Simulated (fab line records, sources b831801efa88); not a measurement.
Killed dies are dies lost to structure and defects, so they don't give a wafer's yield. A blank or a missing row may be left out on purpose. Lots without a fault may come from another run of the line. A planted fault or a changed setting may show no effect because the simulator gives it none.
A struck lot beside a sound one | flow gf180mcu | 43 steps out of a route of 602
Sound: wafers L544.3, L544.5, L544.6. Struck: wafer L539.3. (L539.2, L539.6 of the same lot were not struck and are left out.) The cause comes at the end.
At each step with rows: each side's tool, then ch and its chambers, then its first start. Under that, the readings that differ: sound wafers | struck wafers | difference of the means | sigmas: that difference in standard deviations of wafers without a fault.
alike: readings whose means differ by less than 2 such deviations, and words and numbers that are the same on both sides. not compared: withheld readings, readings that some wafer has no value for, bounds like >300 that may hide the same value, and numbers for which the record gives no deviation and whose values overlap.
The two part at a step that has a row with sigmas, a row that says differs or no value, or rows on one side only. Numbers that don't overlap but have no deviation are shown without sigmas and don't part them. A reading that every wafer of one side lacks parts them only if that side has two wafers or more.

first, 2 steps without rows for these wafers: GF_DUAL_GATE_CLEAN_01 (cleans in dHF, time 20 s); GF_DUAL_GATE_OXIDATION_02 (stabilise 600 s, purge 300 s, target thk 10.887 nm).
GF_DUAL_GATE_THK_MEAS_03:
  sound on film_metro-02, day 11 13:32; struck on film_metro-01, day 10 02:46
  alike: DUAL_GATE_OXIDATION_00_THK
then, 7 steps without rows for these wafers: GF_DUAL_GATE_DEHYDRATE_04 (time 60 s); GF_DUAL_GATE_HMDS_05 (prime time 60 s); GF_DUAL_GATE_COAT_06 (resist thk 1000 nm); GF_DUAL_GATE_SOFTBAKE_07 (time 60 s); GF_DUAL_GATE_EXPOSE_08 (exposes mask Dualgate, target cd 700 nm); GF_DUAL_GATE_PEB_09; GF_DUAL_GATE_DEVELOP_10 (develop time 60 s).
GF_DUAL_GATE_OVL_MEAS_11:
  sound on overlay-02, day 12 08:16; struck on overlay-02, day 10 21:04
  alike: DUAL_GATE_OVL
then, 1 step without rows for these wafers: GF_DUAL_GATE_WET_ETCH_12 (etches SiO2 in dHF, target depth 13 nm, time 260 s).
GF_DUAL_GATE_STRIP_13: strips in O2/N2.
  sound on plasma_asher-02 ch 0,1, day 12 08:25; struck on plasma_asher-01 ch 0, day 10 21:10
  alike: drypump_motor_current_A, heater_power_w, n2_flow_sccm, oes_product_au, platen_temp_c, strip_time_to_endpoint_s
  not compared: rf_hours_counter_h
then, 3 steps without rows for these wafers: GF_DUAL_GATE_CLEAN_14 (cleans in SC1/SC2, time 150 s); GF_DUAL_GATE_OXIDATION_15 (stabilise 600 s, purge 300 s, target thk 7.098 nm); GF_POLY_GATE_CVD_00 (deposits poly-Si, target thk 200 nm, time 1200 s).
GF_POLY_GATE_THK_MEAS_01:
  sound on film_metro-04, day 12 11:26; struck on film_metro-03, day 11 00:13
  alike: POLY_GATE_CVD_00_THK
then, 8 steps without rows for these wafers: GF_POLY_GATE_DEHYDRATE_02 (time 60 s); GF_POLY_GATE_HMDS_03 (prime time 60 s); GF_POLY_GATE_COAT_04; GF_POLY_GATE_COAT_05 (resist thk 700 nm); GF_POLY_GATE_SOFTBAKE_06 (time 60 s); GF_POLY_GATE_EXPOSE_07 (exposes mask Poly2, target cd 280 nm); GF_POLY_GATE_PEB_08 (peb time 90 s); GF_POLY_GATE_DEVELOP_09 (develop time 60 s).
GF_POLY_GATE_CD_MEAS_10: target cd 280 nm.
  sound on cd_sem-02, day 13 06:56; struck on cd_sem-02, day 11 18:49
  alike: cd_nm
GF_POLY_GATE_OVL_MEAS_11:
  sound on overlay-02, day 13 07:02; struck on overlay-02, day 11 18:56
  alike: POLY_GATE_OVL
GF_POLY_GATE_ETCH_12: etches BARC in N2/H2.
  sound on rie_diel-03 ch 0,2,3, day 13 07:04; struck on rie_diel-02 ch 2, day 11 18:58
  alike: drypump_motor_current_A, n2_flow_sccm, oes_product_au, throttle_valve_pct
GF_POLY_GATE_ETCH_13: etches poly-Si in HBr/Cl2, stops on SiO2, target depth 198.5 nm, time 69.6 s.
  sound on rie_si-02 ch 0,3, day 13 07:07; struck on rie_si-02 ch 3, day 11 19:01
  alike: HBr_flow_sccm, drypump_motor_current_A, oes_product_au, throttle_valve_pct
  not compared: rf_hours_counter_h
GF_POLY_GATE_STRIP_14: strips in O2/N2.
  sound on plasma_asher-02 ch 0,1, day 13 07:12; struck on plasma_asher-04 ch 1, day 11 19:04
  alike: drypump_motor_current_A, heater_power_w, n2_flow_sccm, oes_product_au, platen_temp_c
  not compared: rf_hours_counter_h
then, 2 steps without rows for these wafers: GF_POLY_GATE_CLEAN_15 (cleans in SC1/SC2, time 150 s); GF_POLY_GATE_OXIDATION_16 (stabilise 600 s, purge 300 s, target thk 4 nm).
GF_POLY_GATE_THK_MEAS_17:
  sound on film_metro-03, day 13 08:43; struck on film_metro-04, day 11 20:29
  alike: POLY_GATE_OXIDATION_THK
GF_POLY_GATE_CD_MEAS_18:
  sound on cd_sem-01, day 13 08:49; struck on cd_sem-01, day 11 20:33
  alike: cd_nm
then, 7 steps without rows for these wafers: GF_HV_LDD_DEHYDRATE_00 (time 60 s); GF_HV_LDD_HMDS_01 (prime time 60 s); GF_HV_LDD_COAT_02 (resist thk 1000 nm); GF_HV_LDD_SOFTBAKE_03 (time 60 s); GF_HV_LDD_EXPOSE_04 (exposes mask Nplus LV AREA, target cd 400 nm); GF_HV_LDD_PEB_05; GF_HV_LDD_DEVELOP_06 (develop time 60 s).
GF_HV_LDD_CD_MEAS_07: target cd 400 nm.
  sound on cd_sem-01, day 14 04:41; struck on cd_sem-01, day 12 15:52
  reading    | sound             | struck | difference | sigmas
  cd_nm (nm) | 397.2 398.1 395.9 | 402.0  | +4.9       | +2
-- the record jumps here: 19 days lie between the struck wafers' starts before and after (it left off in module HV_LDD and takes up again in module PASSIVATION, whose first step shown is number 602 of the route) --
GF_PASSIVATION_PROBE_99:
  the record has rows for the struck wafers here (prober-01, day 31 15:58) and none for the sound ones

WHERE THEY PART
First at GF_HV_LDD_CD_MEAS_07; last, within this record, at GF_PASSIVATION_PROBE_99.

WHY: what the simulator had put in
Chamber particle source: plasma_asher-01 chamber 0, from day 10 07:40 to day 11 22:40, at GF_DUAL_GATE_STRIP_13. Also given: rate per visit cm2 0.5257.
